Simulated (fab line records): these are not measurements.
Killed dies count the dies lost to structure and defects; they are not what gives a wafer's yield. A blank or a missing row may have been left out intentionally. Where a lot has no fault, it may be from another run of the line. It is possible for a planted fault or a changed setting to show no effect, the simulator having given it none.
Matching of chambers / flow sky130 / SKY_VIA1_CMP_02 on cmp-02: 4 sister chambers
The step polishes SiO2. 4 wafers are shown with their chamber, then 8 later ones without.

== WAFERS PAIRED WITH THEIR CHAMBERS ==
wafer=L706.5; chamber=1; motor_current_A (A)=11.0
wafer=L709.1; chamber=3; motor_current_A (A)=13.1
wafer=L709.6; chamber=0; motor_current_A (A)=13.6
wafer=L711.1; chamber=2; motor_current_A (A)=12.2

== WAFERS WITH NO CHAMBER GIVEN ==
wafer=L711.5; motor_current_A (A)=13.7
wafer=L711.6; motor_current_A (A)=11.5
wafer=L714.3; motor_current_A (A)=12.8
wafer=L714.4; motor_current_A (A)=11.2
wafer=L714.5; motor_current_A (A)=13.1
wafer=L715.1; motor_current_A (A)=11.5
wafer=L715.3; motor_current_A (A)=11.4
wafer=L715.5; motor_current_A (A)=11.7

== WHICH CHAMBER EACH WENT THROUGH ==
wafer=L711.5; from the rows above=can't be placed: 0 or 3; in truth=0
wafer=L711.6; from the rows above=can't be placed: 1 or 2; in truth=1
wafer=L714.3; from the rows above=can't be placed: 3 or 2 or 0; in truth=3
wafer=L714.4; from the rows above=1; in truth=1
wafer=L714.5; from the rows above=can't be placed: 3 or 0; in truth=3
wafer=L715.1; from the rows above=can't be placed: 1 or 2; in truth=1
wafer=L715.3; from the rows above=can't be placed: 1 or 2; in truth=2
wafer=L715.5; from the rows above=can't be placed: 2 or 1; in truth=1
Correctly placed: 1 of 8. Can't be placed from these rows: 7 (the true chamber is among the candidates in 7). Number placed wrongly: 0.
How it was worked out, from the rows above alone: a wafer's distance from a chamber is the root of the sum, over the readings, of the square of ((its reading less the chamber's mean) divided by the reading's scatter). If the next closest chamber is less than 2 further off than the closest, the wafer can't be placed; otherwise it belongs to the closest. Each chamber's mean is taken over the wafers shown for it. The scatter (one wafer shown for each chamber): square how far every hidden wafer sits from the nearest shown wafer, average those squares and take the square root.
